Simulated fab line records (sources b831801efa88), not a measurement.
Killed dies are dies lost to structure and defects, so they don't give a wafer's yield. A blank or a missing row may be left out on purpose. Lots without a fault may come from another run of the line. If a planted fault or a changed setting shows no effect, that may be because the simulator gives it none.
The same fault as seen by 2 desks + flow gf180mcu + each desk holds nothing but its own numbers, with what lay behind them at the end

## THE TOOL OWNER'S DESK: wetBench-04
The tool's own readings at GF_MIM_STRIP_21 (strips in post etch residue remover, time 1200 s): means of the sampled wafers that have a number, for each lot that ran on this tool. Marked OUT: a lot whose mean sits more than 4 standard deviations from the usual mean, which makes it out of limits; the brackets give that distance.
Columns: A = tempC at GF_MIM_STRIP_21, usual 72.50 C
| lot  | first seen here | A     |
|------|-----------------|-------|
| L986 | day 25 20:23    | 72.52 |
| L989 | day 27 00:34    | 72.47 |
| L996 | day 29 08:40    | 72.47 |
| L102 | day 30 23:32    | 72.59 |
| L103 | day 31 01:44    | 72.50 |
This desk found nothing out of limits on any of the 5 lots.

## METROLOGY DESK
Means of the sampled wafers that have a number, per lot and without regard to the tool the lot ran on: this is what the gauges read. Marked OUT: a lot whose mean sits more than 4 standard deviations from the usual mean, which makes it out of limits; the brackets give that distance.
Columns: A = cdNm at GF_TOP_METAL_CD_MEAS_14, usual 441.2 nm; B = PASSIVATION_BOW at GF_PASSIVATION_BOW_MEAS_14, usual 135 um
| lot  | first seen here | A     | B   |
|------|-----------------|-------|-----|
| L985 | day 28 06:57    | 442.5 | 134 |
| L986 | day 28 13:50    | 439.7 | 134 |
| L987 | day 29 00:10    | 440.7 | 142 |
| L988 | day 29 05:20    | 440.2 | 117 |
| L989 | day 29 14:18    | 440.9 | 150 |
| L990 | day 29 21:59    | 440.9 | 132 |
| L993 | day 30 22:12    | 443.6 | 141 |
| L996 | day 31 18:28    | 440.6 | 145 |
| L997 | day 31 20:53    | 439.4 | 113 |
| L998 | day 32 04:11    | 441.6 | 150 |
| L102 | day 33 04:16    | 437.5 | 130 |
| L103 | day 33 07:29    | 443.1 | 131 |
| L104 | day 33 15:59    | 438.7 | 135 |
| L105 | day 33 20:04    | 442.7 | 141 |
This desk found nothing out of limits on any of the 14 lots.

## PUT TOGETHER
The desk of the tool owner found nothing out of limits.
At the metrology desk, nothing out of limits was observed.

## WHAT HAD BEEN PUT IN BY THE SIMULATOR
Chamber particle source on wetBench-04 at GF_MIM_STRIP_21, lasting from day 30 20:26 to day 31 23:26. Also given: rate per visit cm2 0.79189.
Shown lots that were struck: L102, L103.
